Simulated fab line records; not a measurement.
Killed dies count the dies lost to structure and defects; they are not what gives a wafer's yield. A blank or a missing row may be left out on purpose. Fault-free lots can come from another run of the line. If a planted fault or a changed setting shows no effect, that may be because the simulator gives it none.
Split-lot experiment | flow sfq line | 16 wafers read across 5 lots, on a route 325 steps long

== THE SPLIT ITSELF ==
At SFQ_TRILAYER_M4_LITHO_COAT_093 (resist thk 600 nm), the setting spin rpm was moved away from the recipe's 3000 rpm on 6 of the 16 wafers read, by -5.8% to +4.4%. The other wafers ran this setting at the recipe's value.

No step appears in the file between the split and the reading.

== THE READING ==
KrF_of_TRILAYER_M4_LITHO_COAT_093.thk nm (the simulator's own value, which no gauge read), in nm, at SFQ_TRILAYER_M4_BARC_OPEN_METAL_ETCH_123 (etches BARC in O2, target depth 125 nm, time 41.7 s). There is no usual value for it anywhere in the file. Across the 10 wafers here that went through the recipe, the average is 523.9 nm and the standard deviation 2.1 nm.

wafer  | tool, chamber at the split | spin rpm as run, rpm | against the recipe | KrF_of_TRILAYER_M4_LITHO_COAT_093.thk nm, nm | against lot-mates on the recipe
L074.1 | litho track-02, 0          | 3000                 | recipe             | 525.2                                        | -
L074.2 | litho track-02, 0          | 2893                 | -3.6%              | 535.1                                        | +10.7
L074.3 | litho track-02, 0          | 3000                 | recipe             | 523.6                                        | -
L074.5 | litho track-02, 0          | 2893                 | -3.6%              | 537.4                                        | +13.0
L074.6 | litho track-02, 0          | 2893                 | -3.6%              | 534.3                                        | +9.9
L078.1 | litho track-01, 0          | 3000                 | recipe             | 519.3                                        | -
L078.3 | litho track-01, 0          | 3070                 | +2.3%              | 512.9                                        | -6.4
L079.1 | litho track-01, 0          | 3000                 | recipe             | 525.9                                        | -
L079.2 | litho track-01, 0          | 3000                 | recipe             | 525.2                                        | -
L079.4 | litho track-01, 0          | 3000                 | recipe             | 523                                          | -
L082.3 | litho track-03, 0          | 3000                 | recipe             | 524.1                                        | -
L082.5 | litho track-03, 0          | 2827                 | -5.8%              | 537.3                                        | +14.5
L082.6 | litho track-03, 0          | 3000                 | recipe             | 521.4                                        | -
L083.2 | litho track-02, 0          | 3000                 | recipe             | 524                                          | -
L083.5 | litho track-02, 0          | 3131                 | +4.4%              | 511.7                                        | -13.8
L083.6 | litho track-02, 0          | 3000                 | recipe             | 526.9                                        | -

THE FIT
A straight line over all 16 wafers: KrF_of_TRILAYER_M4_LITHO_COAT_093.thk nm changes by -2.96 nm for each +1% of spin rpm; r = -0.95; the points scatter about the line by 2.4 nm.
The same after taking each lot's own level away (the mean of its wafers on the recipe; 16 wafers): -2.91 nm for each +1%; r = -0.98; scatter 1.4 nm.
That fit puts the effect of the largest move of spin rpm on the reading at 17 nm.
Across the lots, their own levels run from 519.30 to 525.45 nm, a range of 2.9 times the standard deviation given above.
Consequently the slope shifts little with the lot-to-lot level, the two slopes agreeing.
Check: for one of the wafers moved furthest among these (-5.8%), held out of the fit, the line's prediction against its lot-mates is +18 nm. It came out at +14.5 nm against them.

== OTHER SPLITS APPLIED TO THESE WAFERS ==
Other splits were also applied to these wafers ahead of the reading. Each is held against what the fit with the lots' levels taken away leaves over:
other split on the same wafers          | wafers away from the commonest value | r with KrF_of_TRILAYER_M4_LITHO_COAT_093.thk nm (lot level and that fit taken away)
SFQ_TRILAYER_M4_DEP_SPUTTER_091 power w | 0                                    | -

== THE WHOLE CHAIN: every reading that the file lists as answering this split, in the file's order ==
step                                     | what it does                                        | reading                                                                                   | change (the file's fit)              | r (the file's)
SFQ_TRILAYER_M4_LITHO_COAT_093           | resist thk 600 nm                                   | KrF_of_TRILAYER_M4_LITHO_COAT_093.thk nm (the simulator's own value, which no gauge read) | -2.84 nm for each +1% of the setting | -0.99
SFQ_TRILAYER_M4_BARC_OPEN_METAL_ETCH_123 | etches BARC in O2, target depth 125 nm, time 41.7 s | KrF_of_TRILAYER_M4_LITHO_COAT_093.thk nm (the simulator's own value, which no gauge read) | -2.86 nm for each +1% of the setting | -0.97

== THE FILE'S OWN FIT ==
KrF_of_TRILAYER_M4_LITHO_COAT_093.thk nm changes by -2.86 nm for each +1% of spin rpm, r = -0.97.
